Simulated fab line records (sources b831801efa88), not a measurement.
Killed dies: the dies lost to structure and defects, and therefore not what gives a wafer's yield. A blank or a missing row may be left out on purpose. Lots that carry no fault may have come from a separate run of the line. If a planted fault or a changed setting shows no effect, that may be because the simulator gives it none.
fab line records + flow sky130
record
- lots=7
- wafers=21
- last_day=50
route steps=708 shown NWELL@65 PAD_OPEN@708
lots that met no fault: taken from a fault-free run of the same line
start_h: the number of hours between the record's first day and the start of the first shown wafer of the lot + wait_h: time in hours since the lot's previous step + " identical to the entry in the row above + L1.1+2: several wafers, shown together as one row + - no value, or no start was given + * or withheld: withheld + < > ~ a bound
route shown NAME@n: names a module that has steps shown in the file, with the first one's number in the route + usual: average and standard deviation across the fault-free wafers + same: alike in all rows + chamber/n: place in a boat + sites: the reading at each site + _std_site: how widely they spread, as a standard deviation + _edge_site: inner sites' mean taken away from outer sites' mean + radius_mm: for every site, how far away it sits from the centre of the wafer + mask NAME#n: copy n + behind: the tool/chamber that last shaped the wafer + hold: why the lot was held/for how many hours/how that ended + device: the transistor (n, p or np) that didn't switch + end of line: the same wafers' tests at the end of the route + a step with no rows: only its recipe + killed: dies lost to structure and defects at the first sort, not the wafer's yield + map: the dies of a wafer, with x for killed, . for not killed, _ for no die there
set.NAME: the setting as run; set.NAME@STEP: as run at that earlier step + model.NAME: the simulator's own value behind a step, which no gauge read
certain route steps with their lots: each step a table, each wafer a row
services: the hour from which a tool's chamber was out of use, counted from the record's first day as start_h (under 0 if before that day), plus the number of hours and why
## steps
# step SKY_NWELL_IMPLANT_12
# recipe
- species=P
- energy_kev=120
- dose_cm2=1.3e+12
- tilt_deg=withheld
# step SKY_NWELL_IMPLANT_13
# recipe
- species=P
- energy_kev=50
- dose_cm2=7e+11
- tilt_deg=withheld
# step SKY_NWELL_STRIP_14
# recipe
- chemistry=O2/N2
- power_w=1400
- pressure_mtorr=1500
- platen_temp_c=withheld
- o2_flow_sccm=3000
- n2_flow_sccm=300
- overash_fraction=0.5
# usual
- chamber_pressure_mTorr=1499.9/1.3
- drypump_motor_current_A=5.7/0.44
- oes_product_au=0.723/0.0043
- strip_time_to_endpoint_s=36.95/0.1
| lot.wafer | tool            | chamber | start_h | wait_h | chamber_pressure_mTorr | drypump_motor_current_A | oes_product_au | rf_hours_counter_h | strip_time_to_endpoint_s |
|-----------|-----------------|---------|---------|--------|------------------------|-------------------------|----------------|--------------------|--------------------------|
| L790.1    | plasma_asher-03 | 0       | 104.47  | 0.1    | 1502.1                 | 6.1                     | 0.716          | 30                 | 36.84                    |
| L790.2    | "               | 1       | "       | "      | 1501.5                 | 5.1                     | 0.723          | 30                 | 36.83                    |
| L790.4    | "               | 1       | "       | "      | 1498.2                 | 5.1                     | 0.724          | -                  | 36.82                    |
| L795.2    | plasma_asher-03 | 0       | 134.30  | 0.1    | 1500.1                 | 6.1                     | 0.721          | 33                 | 37.05                    |
| L795.3    | "               | 0       | "       | "      | 1499.4                 | 6.1                     | 0.724          | -                  | 37.01                    |
| L795.6    | "               | 1       | "       | "      | 1498.6                 | 5.1                     | 0.725          | -                  | 37.00                    |
| L796.1    | plasma_asher-04 | 0       | 137.05  | 0.1    | 1500.8                 | 5.7                     | 0.718          | 46                 | 37.09                    |
| L796.2    | "               | 1       | "       | "      | 1498.5                 | 6.1                     | 0.725          | 46                 | 37.09                    |
| L796.3    | "               | 0       | "       | "      | 1499.4                 | 5.8                     | 0.717          | -                  | 36.96                    |
| L798.1    | plasma_asher-04 | 1       | 149.10  | 0.1    | 1499.3                 | 6.1                     | 0.717          | 47                 | 37.12                    |
| L798.3    | "               | 0       | "       | "      | 1499.2                 | 5.8                     | 0.727          | -                  | 37.03                    |
| L798.5    | "               | 1       | "       | "      | 1498.3                 | 6.1                     | 0.722          | -                  | 37.09                    |
| L800.1    | plasma_asher-04 | 0       | 165.31  | 0.1    | 1502.8                 | 5.7                     | 0.726          | 49                 | 36.66                    |
| L800.4    | "               | 0       | "       | "      | 1499.8                 | 5.7                     | 0.725          | -                  | 36.75                    |
| L800.6    | "               | 0       | "       | "      | 1497.1                 | 5.8                     | 0.724          | -                  | 36.81                    |
| L801.1    | plasma_asher-04 | 0       | 172.71  | 0.1    | 1499.8                 | 5.8                     | 0.720          | 49                 | 37.01                    |
| L801.2    | "               | 1       | "       | "      | 1497.1                 | 6.1                     | 0.714          | 49                 | 37.06                    |
| L801.3    | "               | 1       | "       | "      | 1500.5                 | 6.1                     | 0.720          | -                  | 37.02                    |
| L807.1    | plasma_asher-02 | 1       | 201.96  | 0.1    | 1498.4                 | 5.5                     | 0.720          | 51                 | 36.88                    |
| L807.3    | "               | 1       | "       | "      | 1500.5                 | 5.6                     | 0.726          | -                  | 36.86                    |
| L807.5    | "               | 1       | "       | "      | 1499.0                 | 5.5                     | 0.719          | -                  | 36.92                    |
# step SKY_NWELL_TW_MEAS_15
# usual
- NWELL_TW=1812/15
| lot.wafer | tool          | chamber | start_h | wait_h | NWELL_TW |
|-----------|---------------|---------|---------|--------|----------|
| L790.1    | film_metro-04 | -       | 104.57  | 0.1    | 1801     |
| L790.2    | "             | -       | "       | "      | 1808     |
| L790.4    | "             | -       | "       | "      | 1800     |
| L795.2    | film_metro-04 | -       | 134.41  | 0.1    | 1803     |
| L795.3    | "             | -       | "       | "      | 1808     |
| L795.6    | "             | -       | "       | "      | 1812     |
| L796.1    | film_metro-01 | -       | 137.15  | 0.1    | 1827     |
| L796.2    | "             | -       | "       | "      | 1829     |
| L796.3    | "             | -       | "       | "      | 1816     |
| L798.1    | film_metro-03 | -       | 149.20  | 0.1    | 1813     |
| L798.3    | "             | -       | "       | "      | 1804     |
| L798.5    | "             | -       | "       | "      | 1801     |
| L800.1    | film_metro-01 | -       | 165.41  | 0.1    | 1829     |
| L800.4    | "             | -       | "       | "      | 1818     |
| L800.6    | "             | -       | "       | "      | 1814     |
| L801.1    | film_metro-01 | -       | 172.81  | 0.1    | 1817     |
| L801.2    | "             | -       | "       | "      | 1826     |
| L801.3    | "             | -       | "       | "      | 1825     |
| L807.1    | film_metro-01 | -       | 202.06  | 0.1    | 1824     |
| L807.3    | "             | -       | "       | "      | 1822     |
| L807.5    | "             | -       | "       | "      | 1826     |
# step SKY_NWELL_DEHYDRATE_16
# recipe
- temp_c=200
- time_s=60
# step SKY_NWELL_HMDS_17
# recipe
- prime_time_s=60
- prime_temp_c=120
# step SKY_NWELL_COAT_18
# recipe
- spin_rpm=2000
- resist_thk_nm=3000
# step SKY_NWELL_SOFTBAKE_19
# recipe
- temp_c=110
- time_s=withheld
# step SKY_NWELL_EXPOSE_20
# recipe
- mask_id=NWM_COMPLEMENT
- na=0.6
- source_shape=conventional
- sigma_outer=0.6
- polarization=unpolarized
- target_cd_nm=840
- dose_mj=260
# step SKY_NWELL_PEB_21
# recipe
- temp_c=115
- time_s=withheld
# step SKY_NWELL_DEVELOP_22
# recipe
- wall_angle_deg=90
- developer=TMAH
- develop_time_s=60
- dev_temp_c=23
# step SKY_NWELL_OVL_MEAS_23
# usual
- NWELL_01_OVL=1.1/1.3
| lot.wafer | tool       | chamber | start_h | wait_h | NWELL_01_OVL[nm] |
|-----------|------------|---------|---------|--------|------------------|
| L790.1    | overlay-01 | -       | 122.23  | -      | 1.3              |
| L790.2    | "          | -       | "       | "      | -0.4             |
| L790.4    | "          | -       | "       | "      | 0.5              |
| L795.2    | overlay-01 | -       | 154.13  | -      | 1.5              |
| L795.3    | "          | -       | "       | "      | 2.2              |
| L795.6    | "          | -       | "       | "      | 0.7              |
| L796.1    | overlay-02 | -       | 156.73  | -      | 0.3              |
| L796.2    | "          | -       | "       | "      | 0.9              |
| L796.3    | "          | -       | "       | "      | 2.0              |
| L798.1    | overlay-01 | -       | 169.12  | -      | 1.3              |
| L798.3    | "          | -       | "       | "      | 1.5              |
| L798.5    | "          | -       | "       | "      | 2.4              |
| L800.1    | overlay-02 | -       | 185.97  | -      | -1.7             |
| L800.4    | "          | -       | "       | "      | -0.7             |
| L800.6    | "          | -       | "       | "      | 1.3              |
| L801.1    | overlay-02 | -       | 192.97  | -      | 0.5              |
| L801.2    | "          | -       | "       | "      | 0.4              |
| L801.3    | "          | -       | "       | "      | 1.7              |
| L807.1    | overlay-02 | -       | 223.62  | -      | 2.5              |
| L807.3    | "          | -       | "       | "      | 2.1              |
| L807.5    | "          | -       | "       | "      | 0.1              |
# step SKY_NWELL_IMPLANT_24
# recipe
- species=B
- energy_kev=140
- dose_cm2=9.2e+12
- tilt_deg=withheld
# usual
- dose_ions_cm2=9.202e+12/9.9e+09
- faraday_current_uA=51.8/1
| lot.wafer | tool         | chamber | start_h | wait_h | dose_ions_cm2 | faraday_current_uA |
|-----------|--------------|---------|---------|--------|---------------|--------------------|
| L790.1    | implanter-02 | 0       | 122.27  | 0.0    | 9.205e+12     | 53.1               |
| L790.2    | "            | 0       | "       | "      | 9.209e+12     | 51.4               |
| L790.4    | "            | 0       | "       | "      | 9.205e+12     | 53.7               |
| L795.2    | implanter-02 | 0       | 154.18  | 0.0    | 1.0863e+13    | 59.4               |
| L795.3    | "            | 0       | "       | "      | 1.0868e+13    | 61.5               |
| L795.6    | "            | 0       | "       | "      | 1.0877e+13    | 60.9               |
| L796.1    | implanter-02 | 0       | 156.80  | 0.1    | 1.086e+13     | 60.7               |
| L796.2    | "            | 0       | "       | "      | 1.0877e+13    | 62.5               |
| L796.3    | "            | 0       | "       | "      | 1.0865e+13    | 61.6               |
| L798.1    | implanter-03 | 0       | 169.15  | 0.0    | 9.206e+12     | 51.6               |
| L798.3    | "            | 0       | "       | "      | 9.204e+12     | 52.3               |
| L798.5    | "            | 0       | "       | "      | 9.208e+12     | 51.7               |
| L800.1    | implanter-02 | 0       | 186.01  | 0.0    | 1.088e+13     | 62.2               |
| L800.4    | "            | 0       | "       | "      | 1.088e+13     | 61.9               |
| L800.6    | "            | 0       | "       | "      | 1.0875e+13    | 60.5               |
| L801.1    | implanter-03 | 0       | 193.00  | 0.0    | 9.211e+12     | 49.8               |
| L801.2    | "            | 0       | "       | "      | 9.206e+12     | 51.6               |
| L801.3    | "            | 0       | "       | "      | 9.199e+12     | 51.9               |
| L807.1    | implanter-03 | 0       | 223.66  | 0.0    | 9.205e+12     | 52.2               |
| L807.3    | "            | 0       | "       | "      | 9.207e+12     | 51.2               |
| L807.5    | "            | 0       | "       | "      | 9.202e+12     | 52.7               |
# step SKY_NWELL_STRIP_25
# recipe
- chemistry=O2/N2
- power_w=1400
- pressure_mtorr=1500
- platen_temp_c=withheld
- o2_flow_sccm=3000
- n2_flow_sccm=300
- overash_fraction=0.5
# usual
- chamber_pressure_mTorr=1500.0/1.7
- drypump_motor_current_A=5.6/0.48
- oes_product_au=0.723/0.0041
- strip_time_to_endpoint_s=36.90/0.12
| lot.wafer | tool            | chamber | start_h | wait_h | chamber_pressure_mTorr | drypump_motor_current_A | oes_product_au | rf_hours_counter_h | strip_time_to_endpoint_s |
|-----------|-----------------|---------|---------|--------|------------------------|-------------------------|----------------|--------------------|--------------------------|
| L790.1    | plasma_asher-03 | 0       | 122.42  | 0.1    | 1497.4                 | 6.1                     | 0.732          | 32                 | 36.91                    |
| L790.2    | "               | 1       | "       | "      | 1500.6                 | 5.1                     | 0.723          | 32                 | 36.97                    |
| L790.4    | "               | 0       | "       | "      | 1499.9                 | 6.1                     | 0.724          | -                  | 36.93                    |
| L795.2    | plasma_asher-02 | 1       | 154.31  | 0.1    | 1500.6                 | 5.6                     | 0.722          | 46                 | 36.89                    |
| L795.3    | "               | 1       | "       | "      | 1497.8                 | 5.6                     | 0.724          | -                  | 36.83                    |
| L795.6    | "               | 1       | "       | "      | 1497.9                 | 5.6                     | 0.721          | -                  | 36.98                    |
| L796.1    | plasma_asher-03 | 1       | 156.95  | 0.1    | 1501.9                 | 5.1                     | 0.722          | 35                 | 36.79                    |
| L796.2    | "               | 0       | "       | "      | 1499.1                 | 6.1                     | 0.727          | 35                 | 36.87                    |
| L796.3    | "               | 0       | "       | "      | 1500.3                 | 6.1                     | 0.719          | -                  | 36.78                    |
| L798.1    | plasma_asher-03 | 0       | 169.30  | 0.1    | 1499.1                 | 6.1                     | 0.723          | 36                 | 36.60                    |
| L798.3    | "               | 1       | "       | "      | 1499.7                 | 5.1                     | 0.720          | -                  | 36.76                    |
| L798.5    | "               | 1       | "       | "      | 1501.9                 | 5.1                     | 0.713          | -                  | 36.55                    |
| L800.1    | plasma_asher-03 | 1       | 186.16  | 0.1    | 1501.0                 | 5.1                     | 0.722          | 38                 | 36.96                    |
| L800.4    | "               | 1       | "       | "      | 1500.2                 | 5.1                     | 0.723          | -                  | 36.96                    |
| L800.6    | "               | 1       | "       | "      | 1499.6                 | 5.0                     | 0.728          | -                  | 36.89                    |
| L801.1    | plasma_asher-03 | 1       | 193.15  | 0.1    | 1500.6                 | 5.1                     | 0.725          | 39                 | 36.88                    |
| L801.2    | "               | 0       | "       | "      | 1497.8                 | 6.1                     | 0.723          | 39                 | 36.81                    |
| L801.3    | "               | 0       | "       | "      | 1500.5                 | 6.1                     | 0.718          | -                  | 36.80                    |
| L807.1    | plasma_asher-04 | 1       | 223.81  | 0.1    | 1502.2                 | 6.1                     | 0.723          | 54                 | 37.02                    |
| L807.3    | "               | 0       | "       | "      | 1501.3                 | 5.8                     | 0.719          | -                  | 37.20                    |
| L807.5    | "               | 0       | "       | "      | 1499.4                 | 5.8                     | 0.714          | -                  | 37.09                    |
# step SKY_NWELL_TW_MEAS_26
# usual
- NWELL_2_TW=498/4.1
| lot.wafer | tool          | chamber | start_h | wait_h | hold                     | NWELL_2_TW |
|-----------|---------------|---------|---------|--------|--------------------------|------------|
| L790.1    | film_metro-01 | -       | 122.52  | 0.1    | -                        | 502        |
| L790.2    | "             | -       | "       | "      | -                        | 501        |
| L790.4    | "             | -       | "       | "      | -                        | 502        |
| L795.2    | film_metro-03 | -       | 154.42  | 0.1    | await_dispo/0.2h/release | 525        |
| L795.3    | "             | -       | "       | "      | await_dispo/0.2h/release | 524        |
| L795.6    | "             | -       | "       | "      | await_dispo/0.2h/release | 527        |
| L795.2    | film_metro-03 | -       | 154.65  | 0.2    | -                        | 525        |
| L795.3    | "             | -       | "       | "      | -                        | 526        |
| L795.6    | "             | -       | "       | "      | -                        | 522        |
| L796.1    | film_metro-01 | -       | 157.05  | 0.1    | await_dispo/0.2h/release | 528        |
| L796.2    | "             | -       | "       | "      | await_dispo/0.2h/release | 528        |
| L796.3    | "             | -       | "       | "      | await_dispo/0.2h/release | 527        |
| L796.1    | film_metro-01 | -       | 157.30  | 0.2    | -                        | 525        |
| L796.2    | "             | -       | "       | "      | -                        | 530        |
| L796.3    | "             | -       | "       | "      | -                        | 529        |
| L798.1    | film_metro-03 | -       | 169.40  | 0.1    | -                        | 505        |
| L798.3    | "             | -       | "       | "      | -                        | 505        |
| L798.5    | "             | -       | "       | "      | -                        | 502        |
| L800.1    | film_metro-04 | -       | 186.26  | 0.1    | await_dispo/0.2h/release | 520        |
| L800.4    | "             | -       | "       | "      | await_dispo/0.2h/release | 516        |
| L800.6    | "             | -       | "       | "      | await_dispo/0.2h/release | 520        |
| L800.1    | film_metro-04 | -       | 186.48  | 0.2    | -                        | 522        |
| L800.4    | "             | -       | "       | "      | -                        | 518        |
| L800.6    | "             | -       | "       | "      | -                        | 518        |
| L801.1    | film_metro-01 | -       | 193.25  | 0.1    | -                        | 500        |
| L801.2    | "             | -       | "       | "      | -                        | 499        |
| L801.3    | "             | -       | "       | "      | -                        | 499        |
| L807.1    | film_metro-01 | -       | 223.91  | 0.1    | -                        | 503        |
| L807.3    | "             | -       | "       | "      | -                        | 502        |
| L807.5    | "             | -       | "       | "      | -                        | 496        |
# step SKY_PAD_OPEN_PROBE_99
# usual
- killed_at_M0_to_M3=44/6.9
- killed_at_M4_up=3.3/2
- killed_at_contacts=25/5.4
- killed_at_front_end=16/4.6
- killed_at_other=0.2/0.51
- killed_dies=88/8.9
- killed_open=48/6.8
- killed_short=39/5.8
# same
- gross_dies=492
- killed_at_back_side=0
| lot.wafer | tool      | chamber | start_h | wait_h | killed_at_M0_to_M3 | killed_at_M4_up | killed_at_contacts | killed_at_front_end | killed_at_other | killed_dies | killed_open | killed_short | model.etest.pfet_16v.r_on_ohm_um | model.etest.res_pwell_under_gate.rs_ohm_sq | model.etest.pfet_16v.drive_ua_um | model.etest.field_n.vt_v | model.etest.nfet_05v0_nvt.vt_sat_v | model.etest.nfet_05v0_nvt.body_rise_v | model.etest.nfet_05v0_nvt.vt_v | model.etest.nfet_05v0_nvt.vt_long_v |
|-----------|-----------|---------|---------|--------|--------------------|-----------------|--------------------|---------------------|-----------------|-------------|-------------|--------------|----------------------------------|--------------------------------------------|----------------------------------|--------------------------|------------------------------------|---------------------------------------|--------------------------------|-------------------------------------|
| L790.1    | prober-01 | -       | 1095.96 | 0.1    | 39                 | 4               | 27                 | 19                  | 1               | 90          | 43          | 47           | 1.518e+04                        | 2274                                       | 252.6                            | 36.02                    | 0.3048                             | 0.3967                                | 0.3285                         | 0.2457                              |
| L790.2    | prober-01 | -       | 1096.01 | 0.1    | 42                 | 5               | 23                 | 15                  | 0               | 85          | 41          | 44           | 1.488e+04                        | 2291                                       | 252.2                            | 35.67                    | 0.2929                             | 0.3961                                | 0.3158                         | 0.2314                              |
| L790.4    | prober-01 | -       | 1096.11 | 0.2    | 43                 | 1               | 28                 | 16                  | 0               | 88          | 42          | 46           | 1.58e+04                         | 2300                                       | 239.6                            | 36.29                    | 0.2961                             | 0.4013                                | 0.3203                         | 0.2382                              |
| L795.2    | prober-02 | -       | 1132.47 | 0.1    | 42                 | 7               | 31                 | 14                  | 0               | 94          | 56          | 38           | 1.429e+04                        | 2032                                       | 255.3                            | 39.82                    | 0.3124                             | 0.4113                                | 0.3344                         | 0.2477                              |
| L795.3    | prober-02 | -       | 1132.52 | 0.2    | 38                 | 2               | 27                 | 14                  | 0               | 81          | 49          | 32           | 1.481e+04                        | 2045                                       | 249.2                            | 40.47                    | 0.3104                             | 0.4155                                | 0.3347                         | 0.2563                              |
| L795.6    | prober-02 | -       | 1132.67 | 0.2    | 45                 | 3               | 27                 | 12                  | 0               | 87          | 48          | 39           | 1.47e+04                         | 2042                                       | 250                              | 40.51                    | 0.3023                             | 0.4079                                | 0.3242                         | 0.2402                              |
| L796.1    | prober-01 | -       | 1135.61 | 0.1    | 49                 | 7               | 20                 | 9                   | 0               | 85          | 47          | 34           | 1.337e+04                        | 2042                                       | 265.3                            | 36.53                    | 0.3025                             | 0.404                                 | 0.3246                         | 0.2447                              |
| L796.2    | prober-01 | -       | 1135.66 | 0.1    | 42                 | 7               | 25                 | 16                  | 0               | 90          | 50          | 39           | 1.383e+04                        | 2037                                       | 263.8                            | 39.05                    | 0.2976                             | 0.4057                                | 0.3225                         | 0.24                                |
| L796.3    | prober-01 | -       | 1135.71 | 0.2    | 51                 | 4               | 16                 | 14                  | 0               | 85          | 48          | 37           | 1.393e+04                        | 2022                                       | 262                              | 39.51                    | 0.3078                             | 0.4066                                | 0.3315                         | 0.2551                              |
| L798.1    | prober-01 | -       | 1138.86 | 0.1    | 44                 | 1               | 24                 | 16                  | 0               | 85          | 44          | 39           | 1.546e+04                        | 2267                                       | 244.9                            | 36.78                    | 0.2975                             | 0.4002                                | 0.3213                         | 0.2339                              |
| L798.3    | prober-01 | -       | 1138.96 | 0.2    | 59                 | 1               | 18                 | 18                  | 0               | 96          | 43          | 53           | 1.471e+04                        | 2264                                       | 250.6                            | 35.71                    | 0.2896                             | 0.3947                                | 0.3145                         | 0.2313                              |
| L798.5    | prober-01 | -       | 1139.06 | 0.2    | 48                 | 5               | 26                 | 21                  | 0               | 100         | 53          | 45           | 1.468e+04                        | 2258                                       | 255.1                            | 35.88                    | 0.3067                             | 0.3924                                | 0.328                          | 0.2413                              |
| L800.1    | prober-01 | -       | 1153.63 | 0.1    | 47                 | 2               | 20                 | 16                  | 2               | 87          | 51          | 36           | 1.435e+04                        | 2043                                       | 263.3                            | 39.64                    | 0.3254                             | 0.4115                                | 0.349                          | 0.2597                              |
| L800.4    | prober-01 | -       | 1153.78 | 0.2    | 44                 | 1               | 16                 | 16                  | 0               | 77          | 47          | 30           | 1.398e+04                        | 2064                                       | 263.7                            | 38.78                    | 0.3246                             | 0.4156                                | 0.3477                         | 0.2568                              |
| L800.6    | prober-01 | -       | 1153.88 | 0.2    | 45                 | 3               | 22                 | 14                  | 0               | 84          | 46          | 38           | 1.435e+04                        | 2064                                       | 261.8                            | 39.58                    | 0.3085                             | 0.4095                                | 0.3305                         | 0.2498                              |
| L801.1    | prober-02 | -       | 1159.38 | 0.1    | 62                 | 6               | 18                 | 16                  | 0               | 102         | 58          | 44           | 1.511e+04                        | 2263                                       | 243.5                            | 36.57                    | 0.2974                             | 0.3959                                | 0.3225                         | 0.2442                              |
| L801.2    | prober-02 | -       | 1159.43 | 0.1    | 49                 | 2               | 21                 | 15                  | 0               | 87          | 50          | 36           | 1.485e+04                        | 2275                                       | 245.8                            | 35.35                    | 0.3027                             | 0.4041                                | 0.3287                         | 0.2466                              |
| L801.3    | prober-02 | -       | 1159.48 | 0.2    | 54                 | 6               | 15                 | 15                  | 1               | 91          | 43          | 46           | 1.461e+04                        | 2292                                       | 250.3                            | 34.36                    | 0.2967                             | 0.4021                                | 0.3229                         | 0.2443                              |
| L807.1    | prober-01 | -       | 1196.78 | 0.1    | 40                 | 5               | 22                 | 14                  | 1               | 82          | 45          | 36           | 1.548e+04                        | 2275                                       | 245.5                            | 36.96                    | 0.293                              | 0.3923                                | 0.3201                         | 0.2357                              |
| L807.3    | prober-01 | -       | 1196.88 | 0.2    | 37                 | 5               | 31                 | 11                  | 0               | 84          | 52          | 32           | 1.511e+04                        | 2270                                       | 244.8                            | 36.41                    | 0.289                              | 0.3964                                | 0.3114                         | 0.233                               |
| L807.5    | prober-01 | -       | 1196.98 | 0.2    | 48                 | 9               | 14                 | 9                   | 0               | 80          | 46          | 34           | 1.442e+04                        | 2267                                       | 253.2                            | 34.56                    | 0.2878                             | 0.3962                                | 0.3098                         | 0.2318                              |
# killed by level:class
L790.1 LOCAL_INTERCONNECT:geometric_particle:short=8 CONTACT:geometric_particle:short=8 METAL2:geometric_particle:short=8 FIELD_ISO:geometric_particle:open=6 LI_CONTACT:geometric_particle:open=6 VIA2:geometric_particle:open=5 POLY_GATE:geometric_particle:open=4 POLY_GATE:geometric_particle:short=4
L790.2 METAL2:geometric_particle:short=10 FIELD_ISO:geometric_particle:open=7 LI_CONTACT:geometric_particle:open=7 CONTACT:geometric_particle:short=6 VIA1:geometric_particle:open=6 VIA3:geometric_particle:short=6 CONTACT:geometric_particle:open=5 METAL1:geometric_particle:short=4
L790.4 LI_CONTACT:geometric_particle:open=9 VIA2:geometric_particle:open=9 VIA1:geometric_particle:short=8 CONTACT:geometric_particle:open=8 VIA1:geometric_particle:open=7 POLY_GATE:geometric_particle:short=6 METAL2:geometric_particle:short=6 METAL3:geometric_particle:short=6
L795.2 CONTACT:geometric_particle:open=11 LI_CONTACT:geometric_particle:open=10 VIA3:geometric_particle:open=10 VIA1:geometric_particle:open=9 METAL4:geometric_particle:short=7 VIA2:geometric_particle:open=6 CONTACT:geometric_particle:short=5 METAL1:geometric_particle:short=4
L795.3 VIA3:geometric_particle:open=12 CONTACT:geometric_particle:open=9 LI_CONTACT:geometric_particle:open=6 VIA1:geometric_particle:open=6 VIA1:geometric_particle:short=5 LOCAL_INTERCONNECT:geometric_particle:short=4 VIA2:geometric_particle:open=4 FIELD_ISO:geometric_particle:open=3
L795.6 CONTACT:geometric_particle:open=8 VIA2:geometric_particle:open=8 VIA3:geometric_particle:open=8 LI_CONTACT:geometric_particle:open=7 VIA1:geometric_particle:open=7 LOCAL_INTERCONNECT:geometric_particle:short=6 POLY_GATE:geometric_particle:open=6 METAL3:geometric_particle:short=6
L796.1 VIA1:geometric_particle:open=13 LI_CONTACT:geometric_particle:open=10 METAL1:geometric_particle:short=7 CONTACT:geometric_particle:open=6 VIA3:geometric_particle:open=6 FIELD_ISO:geometric_particle:open=5 METAL2:geometric_particle:short=5 VIA1:geometric_particle:short=5
L796.2 VIA1:geometric_particle:open=15 CONTACT:geometric_particle:open=11 FIELD_ISO:geometric_particle:open=8 VIA1:geometric_particle:short=7 METAL4:geometric_particle:short=6 LI_CONTACT:geometric_particle:open=6 METAL1:geometric_particle:short=5 METAL2:geometric_particle:short=4
L796.3 VIA1:geometric_particle:open=12 METAL1:geometric_particle:short=8 VIA2:geometric_particle:open=8 VIA3:geometric_particle:open=7 FIELD_ISO:geometric_particle:open=6 LI_CONTACT:geometric_particle:open=4 CONTACT:geometric_particle:short=4 VIA3:geometric_particle:short=3
L798.1 VIA1:geometric_particle:open=11 VIA1:geometric_particle:short=11 LI_CONTACT:geometric_particle:open=8 CONTACT:geometric_particle:open=6 METAL2:geometric_particle:short=5 VIA2:geometric_particle:open=5 CONTACT:geometric_particle:short=4 VIA2:geometric_particle:short=4
L798.3 METAL1:geometric_particle:short=11 VIA1:geometric_particle:open=8 VIA2:geometric_particle:open=8 METAL2:geometric_particle:short=7 VIA3:geometric_particle:open=7 CONTACT:geometric_particle:short=6 VIA1:geometric_particle:short=6 FIELD_ISO:geometric_particle:open=5
L798.5 CONTACT:geometric_particle:open=11 VIA1:geometric_particle:open=11 VIA3:geometric_particle:open=10 VIA3:geometric_particle:short=7 POLY_GATE:geometric_particle:short=6 LI_CONTACT:geometric_particle:open=6 LOCAL_INTERCONNECT:geometric_particle:short=6 METAL2:geometric_particle:short=6
L800.1 VIA1:geometric_particle:open=15 CONTACT:geometric_particle:open=7 METAL2:geometric_particle:short=7 POLY_GATE:geometric_particle:open=6 LI_CONTACT:geometric_particle:open=5 VIA3:geometric_particle:open=5 VIA2:geometric_particle:open=4 FIELD_ISO:geometric_particle:open=3
L800.4 VIA1:geometric_particle:open=15 CONTACT:geometric_particle:open=8 POLY_GATE:geometric_particle:open=6 VIA2:geometric_particle:open=6 POLY_GATE:geometric_particle:short=5 LI_CONTACT:geometric_particle:open=4 VIA1:geometric_particle:short=4 METAL3:geometric_particle:short=3
L800.6 VIA1:geometric_particle:open=11 CONTACT:geometric_particle:open=8 VIA2:geometric_particle:open=7 VIA1:geometric_particle:short=6 METAL2:geometric_particle:short=6 POLY_GATE:geometric_particle:open=5 LOCAL_INTERCONNECT:geometric_particle:short=5 METAL1:geometric_particle:short=5
L801.1 VIA1:geometric_particle:open=18 VIA3:geometric_particle:open=12 VIA2:geometric_particle:open=8 METAL1:geometric_particle:short=8 VIA3:geometric_particle:short=6 METAL4:geometric_particle:short=5 FIELD_ISO:geometric_particle:open=4 LI_CONTACT:geometric_particle:open=4
L801.2 VIA1:geometric_particle:open=18 VIA3:geometric_particle:open=8 POLY_GATE:geometric_particle:short=7 CONTACT:geometric_particle:open=7 VIA2:geometric_particle:open=6 CONTACT:geometric_particle:short=4 METAL1:geometric_particle:short=4 VIA1:geometric_particle:short=4
L801.3 VIA2:geometric_particle:open=9 VIA3:geometric_particle:open=8 VIA1:geometric_particle:short=7 METAL2:geometric_particle:short=7 VIA1:geometric_particle:open=6 LI_CONTACT:geometric_particle:open=6 METAL4:geometric_particle:short=5 METAL1:geometric_particle:short=5
L807.1 VIA1:geometric_particle:open=8 CONTACT:geometric_particle:open=7 LI_CONTACT:geometric_particle:open=6 VIA2:geometric_particle:open=6 VIA2:geometric_particle:short=5 VIA3:geometric_particle:open=5 VIA1:geometric_particle:short=5 FIELD_ISO:geometric_particle:short=4
L807.3 CONTACT:geometric_particle:open=12 VIA2:geometric_particle:open=9 LI_CONTACT:geometric_particle:open=8 VIA1:geometric_particle:open=7 VIA3:geometric_particle:open=6 LOCAL_INTERCONNECT:geometric_particle:short=5 METAL4:geometric_particle:short=5 LI_CONTACT:geometric_particle:short=4
L807.5 VIA2:geometric_particle:open=10 CONTACT:geometric_particle:open=9 VIA1:geometric_particle:open=9 VIA3:geometric_particle:open=7 METAL4:geometric_particle:short=7 FIELD_ISO:geometric_particle:short=5 METAL2:geometric_particle:short=5 METAL1:geometric_particle:short=4
## services
| tool            | chamber | start_h | hours | kind   |
|-----------------|---------|---------|-------|--------|
| implanter-03    | -       | 96.48   | 20.8  | pm     |
| plasma_asher-03 | -       | 117.02  | 1.0   | repair |
| implanter-02    | -       | 124.07  | 2.1   | repair |
| implanter-03    | -       | 165.20  | 2.0   | repair |
| plasma_asher-02 | -       | 171.39  | 3.0   | repair |
| plasma_asher-02 | -       | 200.90  | 0.4   | repair |
| implanter-02    | -       | 211.53  | 4.2   | pm     |
## key
first_sign
- step=SKY_NWELL_IMPLANT_24
- reading=dose_ions_cm2
- direction=up
- sigmas=99+
- usual=*
- struck=*
effect
- step=SKY_NWELL_IMPLANT_24
- reading=faraday_current_uA
- direction=up
- sigmas=9.5
- usual=51.8
- struck=61.3
effect
- step=SKY_NWELL_TW_MEAS_26
- reading=visit
- direction=added
effect
- step=SKY_NWELL_TW_MEAS_26
- reading=NWELL_2_TW
- direction=up
- sigmas=6.5
- usual=498
- struck=524
model_effect
- step=SKY_PAD_OPEN_PROBE_99
- value=etest.pfet_16v.r_on_ohm_um
- without=1.534e+04
- struck=1.418e+04
met_at SKY_NWELL_IMPLANT_24
struck_wafers L795.2,L795.3,L795.6,L796.1,L796.2,L796.3,L800.1,L800.4,L800.6
tester_left_out L795,L796,L800
onset_between 122.27 154.18
fault
- kind=process_parameter_drift
- tool=implanter-02
- chamber=-
- onset_h=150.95
- steps=SKY_NWELL_IMPLANT_24
- channel=dose_cm2
- offset=*
- shape=step
- end_h=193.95
- acts_in=*
- stated=*
# tester_left_out: of these lots the tester's yield and bins aren't shown, on N5 and GAA mostly nor the transistor test; their killed dies are dies lost to structure and defects alone, not to doping, threshold or leakage, so they don't give the yield
